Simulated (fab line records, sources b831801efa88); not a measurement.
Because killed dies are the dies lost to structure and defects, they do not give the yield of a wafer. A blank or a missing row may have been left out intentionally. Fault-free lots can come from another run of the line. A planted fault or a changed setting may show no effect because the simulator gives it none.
fab line records / flow sky130
[record] lots = 5 wafers = 15 last_day = 50
route steps=708 shown SD_P@328 RES_XHIGH@332 SD_N@342
lots that met no fault: from a run of the same line without faults
start_h: hours from the record's opening day to when the first of the lot's shown wafers began / wait_h: time in hours since the lot's previous step / " identical to the entry in the row above / L1.1+2: a row that stands for several wafers / - no value, or no start given / * or withheld: withheld / < > ~ a bound
route shown NAME@n: NAME is a module with steps in the file, n the number in the route of the first one / usual: mean and standard deviation over wafers with no fault / same: alike in all rows / chamber/n: place in a boat / sites: each site's reading / _std_site: the values' standard deviation / _edge_site: outer sites' mean less inner sites' / radius_mm: how far each site lies from the wafer's centre / mask NAME#n: copy n / behind: tool/chamber where the wafer was last shaped / hold: what put the lot on hold/how long, in hours/how the hold closed / device: transistor that didn't switch, given as n, p or np / end of line: the same wafers' tests at the end of the route / a step given without rows: its recipe and nothing more / killed: count of dies lost to structure and defects at first sort (not the wafer's yield) / map: shows each die of a wafer: x if killed, . if not, _ if none is there
set.NAME: the setting the step ran with; set.NAME@STEP: the setting that earlier step ran with / model.NAME: the simulator's own value behind a step, which no gauge read
lots at some steps of the route; a table a step, a row a wafer
services: a tool's chamber out of use, with start hour (start_h, from the record's first day; less than 0 if before it), hours out, and reason
[[steps]]
[step SKY_SD_P_OVL_MEAS_08]
[usual] SD_P_OVL = 0.9/1.3
lot.wafer=L240.1 tool=overlay-01 chamber=- start_h=602.99 wait_h=0.1 SD_P_OVL[nm]=2.7
lot.wafer=L240.5 tool=overlay-01 chamber=- start_h=602.99 wait_h=0.1 SD_P_OVL[nm]=0.9
lot.wafer=L240.6 tool=overlay-01 chamber=- start_h=602.99 wait_h=0.1 SD_P_OVL[nm]=0.6
lot.wafer=L241.1 tool=overlay-02 chamber=- start_h=608.89 wait_h=0.1 SD_P_OVL[nm]=-0.6
lot.wafer=L241.3 tool=overlay-02 chamber=- start_h=608.89 wait_h=0.1 SD_P_OVL[nm]=1.4
lot.wafer=L241.4 tool=overlay-02 chamber=- start_h=608.89 wait_h=0.1 SD_P_OVL[nm]=-1.1
lot.wafer=L247.1 tool=overlay-01 chamber=- start_h=668.68 wait_h=0.1 SD_P_OVL[nm]=2.0
lot.wafer=L247.3 tool=overlay-01 chamber=- start_h=668.68 wait_h=0.1 SD_P_OVL[nm]=3.1
lot.wafer=L247.6 tool=overlay-01 chamber=- start_h=668.68 wait_h=0.1 SD_P_OVL[nm]=3.7
lot.wafer=L255.3 tool=overlay-01 chamber=- start_h=729.75 wait_h=0.1 SD_P_OVL[nm]=3.5
lot.wafer=L255.4 tool=overlay-01 chamber=- start_h=729.75 wait_h=0.1 SD_P_OVL[nm]=3.0
lot.wafer=L255.5 tool=overlay-01 chamber=- start_h=729.75 wait_h=0.1 SD_P_OVL[nm]=3.3
lot.wafer=L261.3 tool=overlay-01 chamber=- start_h=775.70 wait_h=0.1 SD_P_OVL[nm]=0.2
lot.wafer=L261.5 tool=overlay-01 chamber=- start_h=775.70 wait_h=0.1 SD_P_OVL[nm]=0.2
lot.wafer=L261.6 tool=overlay-01 chamber=- start_h=775.70 wait_h=0.1 SD_P_OVL[nm]=1.9
[step SKY_SD_P_IMPLANT_09]
[recipe] species = BF2 energy_kev = 20 dose_cm2 = 3e+15 tilt_deg = 0
[step SKY_SD_P_STRIP_10]
[recipe] chemistry = O2/N2 power_w = 1400 pressure_mtorr = 1500 platen_temp_c = withheld o2_flow_sccm = 3000 n2_flow_sccm = 300 overash_fraction = 0.5
[usual] drypump_motor_current_A = 6.0/0.55 oes_product_au = 0.618/0.0045 strip_time_to_endpoint_s = 17.51/0.038
lot.wafer=L240.1 tool=plasma_asher-02 chamber=1 start_h=603.18 wait_h=0.1 drypump_motor_current_A=5.7 oes_product_au=0.621 rf_hours_counter_h=18 strip_time_to_endpoint_s=17.49
lot.wafer=L240.5 tool=plasma_asher-02 chamber=0 start_h=603.18 wait_h=0.1 drypump_motor_current_A=5.7 oes_product_au=0.624 rf_hours_counter_h=- strip_time_to_endpoint_s=17.54
lot.wafer=L240.6 tool=plasma_asher-02 chamber=1 start_h=603.18 wait_h=0.1 drypump_motor_current_A=5.7 oes_product_au=0.611 rf_hours_counter_h=- strip_time_to_endpoint_s=17.47
lot.wafer=L241.1 tool=plasma_asher-04 chamber=0 start_h=609.11 wait_h=0.1 drypump_motor_current_A=6.6 oes_product_au=0.616 rf_hours_counter_h=79 strip_time_to_endpoint_s=17.48
lot.wafer=L241.3 tool=plasma_asher-04 chamber=1 start_h=609.11 wait_h=0.1 drypump_motor_current_A=6.7 oes_product_au=0.620 rf_hours_counter_h=- strip_time_to_endpoint_s=17.52
lot.wafer=L241.4 tool=plasma_asher-04 chamber=0 start_h=609.11 wait_h=0.1 drypump_motor_current_A=6.6 oes_product_au=0.617 rf_hours_counter_h=- strip_time_to_endpoint_s=17.47
lot.wafer=L247.1 tool=plasma_asher-02 chamber=1 start_h=668.87 wait_h=0.1 drypump_motor_current_A=5.7 oes_product_au=0.620 rf_hours_counter_h=23 strip_time_to_endpoint_s=17.49
lot.wafer=L247.3 tool=plasma_asher-02 chamber=1 start_h=668.87 wait_h=0.1 drypump_motor_current_A=5.7 oes_product_au=0.620 rf_hours_counter_h=- strip_time_to_endpoint_s=17.44
lot.wafer=L247.6 tool=plasma_asher-02 chamber=0 start_h=668.87 wait_h=0.1 drypump_motor_current_A=5.7 oes_product_au=0.611 rf_hours_counter_h=- strip_time_to_endpoint_s=17.42
lot.wafer=L255.3 tool=plasma_asher-03 chamber=0 start_h=729.95 wait_h=0.1 drypump_motor_current_A=4.9 oes_product_au=0.614 rf_hours_counter_h=- strip_time_to_endpoint_s=17.52
lot.wafer=L255.4 tool=plasma_asher-03 chamber=1 start_h=729.95 wait_h=0.1 drypump_motor_current_A=6.0 oes_product_au=0.619 rf_hours_counter_h=- strip_time_to_endpoint_s=17.49
lot.wafer=L255.5 tool=plasma_asher-03 chamber=1 start_h=729.95 wait_h=0.1 drypump_motor_current_A=5.9 oes_product_au=0.617 rf_hours_counter_h=- strip_time_to_endpoint_s=17.53
lot.wafer=L261.3 tool=plasma_asher-04 chamber=1 start_h=775.90 wait_h=0.1 drypump_motor_current_A=6.7 oes_product_au=0.620 rf_hours_counter_h=- strip_time_to_endpoint_s=17.52
lot.wafer=L261.5 tool=plasma_asher-04 chamber=1 start_h=775.90 wait_h=0.1 drypump_motor_current_A=6.6 oes_product_au=0.621 rf_hours_counter_h=- strip_time_to_endpoint_s=17.53
lot.wafer=L261.6 tool=plasma_asher-04 chamber=0 start_h=775.90 wait_h=0.1 drypump_motor_current_A=6.6 oes_product_au=0.617 rf_hours_counter_h=- strip_time_to_endpoint_s=17.48
[step SKY_SD_P_TW_MEAS_11]
[usual] SD_P_TW = 2826/25
lot.wafer=L240.1 tool=film_metro-02 chamber=- start_h=603.28 wait_h=0.1 SD_P_TW=2852
lot.wafer=L240.5 tool=film_metro-02 chamber=- start_h=603.28 wait_h=0.1 SD_P_TW=2854
lot.wafer=L240.6 tool=film_metro-02 chamber=- start_h=603.28 wait_h=0.1 SD_P_TW=2851
lot.wafer=L241.1 tool=film_metro-01 chamber=- start_h=609.21 wait_h=0.1 SD_P_TW=2828
lot.wafer=L241.3 tool=film_metro-01 chamber=- start_h=609.21 wait_h=0.1 SD_P_TW=2824
lot.wafer=L241.4 tool=film_metro-01 chamber=- start_h=609.21 wait_h=0.1 SD_P_TW=2818
lot.wafer=L247.1 tool=film_metro-03 chamber=- start_h=668.97 wait_h=0.1 SD_P_TW=2781
lot.wafer=L247.3 tool=film_metro-03 chamber=- start_h=668.97 wait_h=0.1 SD_P_TW=2786
lot.wafer=L247.6 tool=film_metro-03 chamber=- start_h=668.97 wait_h=0.1 SD_P_TW=2780
lot.wafer=L255.3 tool=film_metro-01 chamber=- start_h=730.04 wait_h=0.1 SD_P_TW=2845
lot.wafer=L255.4 tool=film_metro-01 chamber=- start_h=730.04 wait_h=0.1 SD_P_TW=2837
lot.wafer=L255.5 tool=film_metro-01 chamber=- start_h=730.04 wait_h=0.1 SD_P_TW=2831
lot.wafer=L261.3 tool=film_metro-03 chamber=- start_h=775.99 wait_h=0.1 SD_P_TW=2801
lot.wafer=L261.5 tool=film_metro-03 chamber=- start_h=775.99 wait_h=0.1 SD_P_TW=2787
lot.wafer=L261.6 tool=film_metro-03 chamber=- start_h=775.99 wait_h=0.1 SD_P_TW=2799
[step SKY_RES_XHIGH_DEHYDRATE_00]
[recipe] temp_c = 200 time_s = 60
[step SKY_RES_XHIGH_HMDS_01]
[recipe] prime_time_s = 60 prime_temp_c = 120
[step SKY_RES_XHIGH_COAT_02]
[recipe] resist = NOVOLAK spin_rpm = 3000 resist_thk_nm = 1140
[step SKY_RES_XHIGH_SOFTBAKE_03]
[recipe] temp_c = 90 time_s = 60 resist = NOVOLAK
[step SKY_RES_XHIGH_EXPOSE_04]
[recipe] mask_id = URPM na = 0.6 source_shape = conventional sigma_outer = 0.6 polarization = unpolarized target_cd_nm = 1270 dose_mj = 140
[step SKY_RES_XHIGH_PEB_05]
[recipe] temp_c = withheld time_s = * resist = NOVOLAK
[step SKY_RES_XHIGH_DEVELOP_06]
[recipe] resist = NOVOLAK developer = TMAH develop_time_s = 60 dev_temp_c = 23
[step SKY_RES_XHIGH_IMPLANT_07]
[recipe] species = BF2 energy_kev = 20 dose_cm2 = 3.6e+14 tilt_deg = 0
[step SKY_RES_XHIGH_STRIP_08]
[recipe] chemistry = O2/N2 power_w = 1400 pressure_mtorr = 1500 platen_temp_c = withheld o2_flow_sccm = 3000 n2_flow_sccm = 300 overash_fraction = 0.5
[usual] drypump_motor_current_A = 6.0/0.72 oes_product_au = 0.711/0.0042 strip_time_to_endpoint_s = 14.28/0.043
lot.wafer=L240.1 tool=plasma_asher-01 chamber=0 start_h=632.61 wait_h=0.1 drypump_motor_current_A=4.7 oes_product_au=0.717 rf_hours_counter_h=49 strip_time_to_endpoint_s=14.22 model.NOVOLAK_of_RES_XHIGH_COAT_02.thk_nm=0
lot.wafer=L240.5 tool=plasma_asher-01 chamber=1 start_h=632.61 wait_h=0.1 drypump_motor_current_A=6.3 oes_product_au=0.710 rf_hours_counter_h=- strip_time_to_endpoint_s=14.27 model.NOVOLAK_of_RES_XHIGH_COAT_02.thk_nm=0
lot.wafer=L240.6 tool=plasma_asher-01 chamber=0 start_h=632.61 wait_h=0.1 drypump_motor_current_A=4.7 oes_product_au=0.722 rf_hours_counter_h=- strip_time_to_endpoint_s=14.26 model.NOVOLAK_of_RES_XHIGH_COAT_02.thk_nm=0
lot.wafer=L241.1 tool=plasma_asher-04 chamber=1 start_h=638.26 wait_h=0.1 drypump_motor_current_A=6.7 oes_product_au=0.712 rf_hours_counter_h=81 strip_time_to_endpoint_s=14.30 model.NOVOLAK_of_RES_XHIGH_COAT_02.thk_nm=0
lot.wafer=L241.3 tool=plasma_asher-04 chamber=0 start_h=638.26 wait_h=0.1 drypump_motor_current_A=6.6 oes_product_au=0.708 rf_hours_counter_h=- strip_time_to_endpoint_s=14.30 model.NOVOLAK_of_RES_XHIGH_COAT_02.thk_nm=0
lot.wafer=L241.4 tool=plasma_asher-04 chamber=1 start_h=638.26 wait_h=0.1 drypump_motor_current_A=6.7 oes_product_au=0.717 rf_hours_counter_h=- strip_time_to_endpoint_s=14.32 model.NOVOLAK_of_RES_XHIGH_COAT_02.thk_nm=0
lot.wafer=L247.1 tool=plasma_asher-01 chamber=1 start_h=696.86 wait_h=0.1 drypump_motor_current_A=6.2 oes_product_au=0.705 rf_hours_counter_h=56 strip_time_to_endpoint_s=14.32 model.NOVOLAK_of_RES_XHIGH_COAT_02.thk_nm=0
lot.wafer=L247.3 tool=plasma_asher-01 chamber=0 start_h=696.86 wait_h=0.1 drypump_motor_current_A=4.7 oes_product_au=0.712 rf_hours_counter_h=- strip_time_to_endpoint_s=14.29 model.NOVOLAK_of_RES_XHIGH_COAT_02.thk_nm=0
lot.wafer=L247.6 tool=plasma_asher-01 chamber=0 start_h=696.86 wait_h=0.1 drypump_motor_current_A=4.7 oes_product_au=0.708 rf_hours_counter_h=- strip_time_to_endpoint_s=14.31 model.NOVOLAK_of_RES_XHIGH_COAT_02.thk_nm=0
lot.wafer=L255.3 tool=plasma_asher-04 chamber=0 start_h=756.79 wait_h=0.1 drypump_motor_current_A=6.6 oes_product_au=0.906 rf_hours_counter_h=- strip_time_to_endpoint_s=- model.NOVOLAK_of_RES_XHIGH_COAT_02.thk_nm=596.1
lot.wafer=L255.4 tool=plasma_asher-04 chamber=1 start_h=756.79 wait_h=0.1 drypump_motor_current_A=6.6 oes_product_au=0.905 rf_hours_counter_h=- strip_time_to_endpoint_s=- model.NOVOLAK_of_RES_XHIGH_COAT_02.thk_nm=595.9
lot.wafer=L255.5 tool=plasma_asher-04 chamber=1 start_h=756.79 wait_h=0.1 drypump_motor_current_A=6.7 oes_product_au=0.899 rf_hours_counter_h=- strip_time_to_endpoint_s=- model.NOVOLAK_of_RES_XHIGH_COAT_02.thk_nm=595.6
lot.wafer=L261.3 tool=plasma_asher-01 chamber=1 start_h=802.49 wait_h=0.1 drypump_motor_current_A=6.3 oes_product_au=0.710 rf_hours_counter_h=- strip_time_to_endpoint_s=14.31 model.NOVOLAK_of_RES_XHIGH_COAT_02.thk_nm=0
lot.wafer=L261.5 tool=plasma_asher-01 chamber=0 start_h=802.49 wait_h=0.1 drypump_motor_current_A=4.7 oes_product_au=0.715 rf_hours_counter_h=- strip_time_to_endpoint_s=14.32 model.NOVOLAK_of_RES_XHIGH_COAT_02.thk_nm=0
lot.wafer=L261.6 tool=plasma_asher-01 chamber=1 start_h=802.49 wait_h=0.1 drypump_motor_current_A=6.2 oes_product_au=0.718 rf_hours_counter_h=- strip_time_to_endpoint_s=14.26 model.NOVOLAK_of_RES_XHIGH_COAT_02.thk_nm=0
[step SKY_RES_XHIGH_TW_MEAS_09]
[usual] RES_XHIGH_TW = 1644/15
lot.wafer=L240.1 tool=film_metro-01 chamber=- start_h=632.71 wait_h=0.1 RES_XHIGH_TW=1631
lot.wafer=L240.5 tool=film_metro-01 chamber=- start_h=632.71 wait_h=0.1 RES_XHIGH_TW=1636
lot.wafer=L240.6 tool=film_metro-01 chamber=- start_h=632.71 wait_h=0.1 RES_XHIGH_TW=1641
lot.wafer=L241.1 tool=film_metro-02 chamber=- start_h=638.36 wait_h=0.1 RES_XHIGH_TW=1665
lot.wafer=L241.3 tool=film_metro-02 chamber=- start_h=638.36 wait_h=0.1 RES_XHIGH_TW=1654
lot.wafer=L241.4 tool=film_metro-02 chamber=- start_h=638.36 wait_h=0.1 RES_XHIGH_TW=1669
lot.wafer=L247.1 tool=film_metro-01 chamber=- start_h=696.96 wait_h=0.1 RES_XHIGH_TW=1637
lot.wafer=L247.3 tool=film_metro-01 chamber=- start_h=696.96 wait_h=0.1 RES_XHIGH_TW=1635
lot.wafer=L247.6 tool=film_metro-01 chamber=- start_h=696.96 wait_h=0.1 RES_XHIGH_TW=1641
lot.wafer=L255.3 tool=film_metro-03 chamber=- start_h=756.88 wait_h=0.1 RES_XHIGH_TW=1616
lot.wafer=L255.4 tool=film_metro-03 chamber=- start_h=756.88 wait_h=0.1 RES_XHIGH_TW=1621
lot.wafer=L255.5 tool=film_metro-03 chamber=- start_h=756.88 wait_h=0.1 RES_XHIGH_TW=1612
lot.wafer=L261.3 tool=film_metro-01 chamber=- start_h=802.58 wait_h=0.1 RES_XHIGH_TW=1642
lot.wafer=L261.5 tool=film_metro-01 chamber=- start_h=802.58 wait_h=0.1 RES_XHIGH_TW=1631
lot.wafer=L261.6 tool=film_metro-01 chamber=- start_h=802.58 wait_h=0.1 RES_XHIGH_TW=1633
[step SKY_SD_N_DEHYDRATE_00]
[recipe] temp_c = 200 time_s = 60
[step SKY_SD_N_HMDS_01]
[recipe] prime_time_s = 60 prime_temp_c = 120
[step SKY_SD_N_COAT_02]
[recipe] resist = NOVOLAK spin_rpm = 3000 resist_thk_nm = 1140
[step SKY_SD_N_SOFTBAKE_03]
[recipe] temp_c = 90 time_s = 60 resist = NOVOLAK
[step SKY_SD_N_EXPOSE_04]
[recipe] mask_id = NSDM na = 0.6 source_shape = conventional sigma_outer = 0.6 polarization = unpolarized target_cd_nm = 380 dose_mj = 141
[step SKY_SD_N_PEB_05]
[recipe] temp_c = withheld time_s = * resist = NOVOLAK
[step SKY_SD_N_DEVELOP_06]
[recipe] resist = NOVOLAK developer = TMAH develop_time_s = 60 dev_temp_c = 23
[step SKY_SD_N_CD_MEAS_07]
[recipe] target_cd_nm = 380
[usual] cd_nm = 380.1/2.2
lot.wafer=L240.1 tool=cd_sem-02 chamber=- start_h=659.86 wait_h=0.1 cd_nm=382.7
lot.wafer=L240.5 tool=cd_sem-02 chamber=- start_h=659.86 wait_h=0.1 cd_nm=382.7
lot.wafer=L240.6 tool=cd_sem-02 chamber=- start_h=659.86 wait_h=0.1 cd_nm=382.9
lot.wafer=L241.1 tool=cd_sem-02 chamber=- start_h=666.22 wait_h=0.1 cd_nm=380.1
lot.wafer=L241.3 tool=cd_sem-02 chamber=- start_h=666.22 wait_h=0.1 cd_nm=381.6
lot.wafer=L241.4 tool=cd_sem-02 chamber=- start_h=666.22 wait_h=0.1 cd_nm=378.4
lot.wafer=L247.1 tool=cd_sem-02 chamber=- start_h=724.81 wait_h=0.1 cd_nm=384.1
lot.wafer=L247.3 tool=cd_sem-02 chamber=- start_h=724.81 wait_h=0.1 cd_nm=382.2
lot.wafer=L247.6 tool=cd_sem-02 chamber=- start_h=724.81 wait_h=0.1 cd_nm=382.0
lot.wafer=L255.3 tool=cd_sem-02 chamber=- start_h=783.41 wait_h=0.1 cd_nm=380.0
lot.wafer=L255.4 tool=cd_sem-02 chamber=- start_h=783.41 wait_h=0.1 cd_nm=382.0
lot.wafer=L255.5 tool=cd_sem-02 chamber=- start_h=783.41 wait_h=0.1 cd_nm=379.9
lot.wafer=L261.3 tool=cd_sem-01 chamber=- start_h=829.20 wait_h=0.1 cd_nm=379.1
lot.wafer=L261.5 tool=cd_sem-01 chamber=- start_h=829.20 wait_h=0.1 cd_nm=378.7
lot.wafer=L261.6 tool=cd_sem-01 chamber=- start_h=829.20 wait_h=0.1 cd_nm=377.3
[step SKY_SD_N_OVL_MEAS_08]
[usual] SD_N_OVL = 0.4/1.3
lot.wafer=L240.1 tool=overlay-01 chamber=- start_h=659.98 wait_h=0.1 SD_N_OVL[nm]=1.0
lot.wafer=L240.5 tool=overlay-01 chamber=- start_h=659.98 wait_h=0.1 SD_N_OVL[nm]=2.9
lot.wafer=L240.6 tool=overlay-01 chamber=- start_h=659.98 wait_h=0.1 SD_N_OVL[nm]=2.4
lot.wafer=L241.1 tool=overlay-01 chamber=- start_h=666.34 wait_h=0.1 SD_N_OVL[nm]=0.3
lot.wafer=L241.3 tool=overlay-01 chamber=- start_h=666.34 wait_h=0.1 SD_N_OVL[nm]=1.1
lot.wafer=L241.4 tool=overlay-01 chamber=- start_h=666.34 wait_h=0.1 SD_N_OVL[nm]=-0.6
lot.wafer=L247.1 tool=overlay-02 chamber=- start_h=724.93 wait_h=0.1 SD_N_OVL[nm]=0.0
lot.wafer=L247.3 tool=overlay-02 chamber=- start_h=724.93 wait_h=0.1 SD_N_OVL[nm]=0.8
lot.wafer=L247.6 tool=overlay-02 chamber=- start_h=724.93 wait_h=0.1 SD_N_OVL[nm]=-0.4
lot.wafer=L255.3 tool=overlay-01 chamber=- start_h=783.50 wait_h=0.1 SD_N_OVL[nm]=0.5
lot.wafer=L255.4 tool=overlay-01 chamber=- start_h=783.50 wait_h=0.1 SD_N_OVL[nm]=0.2
lot.wafer=L255.5 tool=overlay-01 chamber=- start_h=783.50 wait_h=0.1 SD_N_OVL[nm]=-0.7
lot.wafer=L261.3 tool=overlay-01 chamber=- start_h=829.29 wait_h=0.1 SD_N_OVL[nm]=-1.4
lot.wafer=L261.5 tool=overlay-01 chamber=- start_h=829.29 wait_h=0.1 SD_N_OVL[nm]=-1.0
lot.wafer=L261.6 tool=overlay-01 chamber=- start_h=829.29 wait_h=0.1 SD_N_OVL[nm]=-0.6
[step SKY_SD_N_IMPLANT_09]
[recipe] species = As energy_kev = 50 dose_cm2 = 4e+15 tilt_deg = 0
[step SKY_SD_N_IMPLANT_10]
[recipe] species = P energy_kev = 20 dose_cm2 = 1e+14 tilt_deg = 0
[step SKY_SD_N_STRIP_11]
[recipe] chemistry = O2/N2 power_w = 1400 pressure_mtorr = 1500 platen_temp_c = withheld o2_flow_sccm = 3000 n2_flow_sccm = 300 overash_fraction = 0.5
[usual] drypump_motor_current_A = 5.5/0.64 oes_product_au = 0.527/0.0042 strip_time_to_endpoint_s = 22.55/0.04
lot.wafer=L240.1 tool=plasma_asher-01 chamber=1 start_h=660.32 wait_h=0.1 drypump_motor_current_A=6.2 oes_product_au=0.535 rf_hours_counter_h=53 strip_time_to_endpoint_s=22.63
lot.wafer=L240.5 tool=plasma_asher-01 chamber=1 start_h=660.32 wait_h=0.1 drypump_motor_current_A=6.3 oes_product_au=0.522 rf_hours_counter_h=- strip_time_to_endpoint_s=22.53
lot.wafer=L240.6 tool=plasma_asher-01 chamber=0 start_h=660.32 wait_h=0.1 drypump_motor_current_A=4.7 oes_product_au=0.528 rf_hours_counter_h=- strip_time_to_endpoint_s=22.63
lot.wafer=L241.1 tool=plasma_asher-02 chamber=1 start_h=666.68 wait_h=0.1 drypump_motor_current_A=5.6 oes_product_au=0.529 rf_hours_counter_h=23 strip_time_to_endpoint_s=22.61
lot.wafer=L241.3 tool=plasma_asher-02 chamber=1 start_h=666.68 wait_h=0.1 drypump_motor_current_A=5.7 oes_product_au=0.529 rf_hours_counter_h=- strip_time_to_endpoint_s=22.61
lot.wafer=L241.4 tool=plasma_asher-02 chamber=0 start_h=666.68 wait_h=0.1 drypump_motor_current_A=5.7 oes_product_au=0.535 rf_hours_counter_h=- strip_time_to_endpoint_s=22.59
lot.wafer=L247.1 tool=plasma_asher-02 chamber=0 start_h=725.27 wait_h=0.1 drypump_motor_current_A=5.7 oes_product_au=0.524 rf_hours_counter_h=29 strip_time_to_endpoint_s=22.65
lot.wafer=L247.3 tool=plasma_asher-02 chamber=1 start_h=725.27 wait_h=0.1 drypump_motor_current_A=5.6 oes_product_au=0.527 rf_hours_counter_h=- strip_time_to_endpoint_s=22.64
lot.wafer=L247.6 tool=plasma_asher-02 chamber=0 start_h=725.27 wait_h=0.1 drypump_motor_current_A=5.7 oes_product_au=0.525 rf_hours_counter_h=- strip_time_to_endpoint_s=22.60
lot.wafer=L255.3 tool=plasma_asher-01 chamber=1 start_h=783.85 wait_h=0.1 drypump_motor_current_A=6.2 oes_product_au=0.584 rf_hours_counter_h=- strip_time_to_endpoint_s=31.42
lot.wafer=L255.4 tool=plasma_asher-01 chamber=0 start_h=783.85 wait_h=0.1 drypump_motor_current_A=4.7 oes_product_au=0.578 rf_hours_counter_h=- strip_time_to_endpoint_s=31.41
lot.wafer=L255.5 tool=plasma_asher-01 chamber=0 start_h=783.85 wait_h=0.1 drypump_motor_current_A=4.7 oes_product_au=0.590 rf_hours_counter_h=- strip_time_to_endpoint_s=31.41
lot.wafer=L261.3 tool=plasma_asher-01 chamber=0 start_h=829.65 wait_h=0.1 drypump_motor_current_A=4.7 oes_product_au=0.530 rf_hours_counter_h=- strip_time_to_endpoint_s=22.57
lot.wafer=L261.5 tool=plasma_asher-01 chamber=0 start_h=829.65 wait_h=0.1 drypump_motor_current_A=4.7 oes_product_au=0.532 rf_hours_counter_h=- strip_time_to_endpoint_s=22.55
lot.wafer=L261.6 tool=plasma_asher-01 chamber=1 start_h=829.65 wait_h=0.1 drypump_motor_current_A=6.2 oes_product_au=0.524 rf_hours_counter_h=- strip_time_to_endpoint_s=22.55
[step SKY_SD_N_TW_MEAS_12]
[usual] SD_N_TW = 3977/37
lot.wafer=L240.1 tool=film_metro-01 chamber=- start_h=660.42 wait_h=0.1 SD_N_TW=3961
lot.wafer=L240.5 tool=film_metro-01 chamber=- start_h=660.42 wait_h=0.1 SD_N_TW=3953
lot.wafer=L240.6 tool=film_metro-01 chamber=- start_h=660.42 wait_h=0.1 SD_N_TW=3994
lot.wafer=L241.1 tool=film_metro-02 chamber=- start_h=666.78 wait_h=0.1 SD_N_TW=4007
lot.wafer=L241.3 tool=film_metro-02 chamber=- start_h=666.78 wait_h=0.1 SD_N_TW=3986
lot.wafer=L241.4 tool=film_metro-02 chamber=- start_h=666.78 wait_h=0.1 SD_N_TW=3995
lot.wafer=L247.1 tool=film_metro-03 chamber=- start_h=725.37 wait_h=0.1 SD_N_TW=3949
lot.wafer=L247.3 tool=film_metro-03 chamber=- start_h=725.37 wait_h=0.1 SD_N_TW=3966
lot.wafer=L247.6 tool=film_metro-03 chamber=- start_h=725.37 wait_h=0.1 SD_N_TW=3952
lot.wafer=L255.3 tool=film_metro-01 chamber=- start_h=783.94 wait_h=0.1 SD_N_TW=30
lot.wafer=L255.4 tool=film_metro-01 chamber=- start_h=783.94 wait_h=0.1 SD_N_TW=30
lot.wafer=L255.5 tool=film_metro-01 chamber=- start_h=783.94 wait_h=0.1 SD_N_TW=30
lot.wafer=L261.3 tool=film_metro-03 chamber=- start_h=829.73 wait_h=0.1 SD_N_TW=3919
lot.wafer=L261.5 tool=film_metro-03 chamber=- start_h=829.73 wait_h=0.1 SD_N_TW=3953
lot.wafer=L261.6 tool=film_metro-03 chamber=- start_h=829.73 wait_h=0.1 SD_N_TW=3946
[step SKY_SD_N_CLEAN_13]
[recipe] chemistry = SC1/SC2 mix = 1:4:20 temp_c = 70 time_s = 150 dry = n2_spin
[[services]]
tool=plasma_asher-01 chamber=- start_h=581.95 hours=2.8 kind=pm
tool=plasma_asher-04 chamber=- start_h=600.74 hours=2.0 kind=repair
tool=plasma_asher-02 chamber=- start_h=638.97 hours=0.8 kind=repair
tool=plasma_asher-02 chamber=- start_h=644.50 hours=14.6 kind=pm
tool=plasma_asher-01 chamber=- start_h=688.86 hours=1.1 kind=repair
tool=plasma_asher-03 chamber=- start_h=733.75 hours=9.0 kind=pm
tool=plasma_asher-03 chamber=0 start_h=733.75 hours=9.0 kind=vent_cycle
tool=plasma_asher-03 chamber=1 start_h=733.75 hours=9.0 kind=vent_cycle
tool=plasma_asher-03 chamber=0 start_h=742.75 hours=- kind=clean
tool=plasma_asher-03 chamber=1 start_h=742.75 hours=- kind=clean
tool=plasma_asher-02 chamber=- start_h=758.76 hours=0.7 kind=repair
tool=plasma_asher-03 chamber=- start_h=805.87 hours=1.7 kind=repair
[[key]]
[first_sign] step = SKY_RES_XHIGH_STRIP_08 reading = oes_product_au direction = up sigmas = 46 usual = 0.711 struck = 0.903
[effect] step = SKY_SD_N_STRIP_11 reading = strip_time_to_endpoint_s direction = up sigmas = 99+ usual = * struck = *
[effect] step = SKY_SD_N_TW_MEAS_12 reading = SD_N_TW direction = down sigmas = 99+ usual = 3977 struck = 30
[model_effect] step = SKY_RES_XHIGH_STRIP_08 value = NOVOLAK_of_RES_XHIGH_COAT_02.thk_nm without = 0 struck = 595.8
met_at SKY_RES_XHIGH_STRIP_08
struck_wafers L255.3,L255.4,L255.5
sort_left_out L255.3,L255.4,L255.5
tester_left_out L255
onset_between 638.26 756.79
[fault] kind = strip_aborted tool = plasma_asher-04 chamber = - onset_h = 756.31 steps = SKY_RES_XHIGH_STRIP_08 offset = 0.76313 end_h = 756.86
// tester_left_out: of these lots the tester's yield and bins aren't shown, on N5 and GAA mostly nor the transistor test; their killed dies are dies lost to structure and defects alone, not to doping, threshold or leakage, so they don't give the yield
// sort_left_out: the simulated sort isn't trusted on such a fault, so these wafers' sort isn't shown, and their yield isn't known
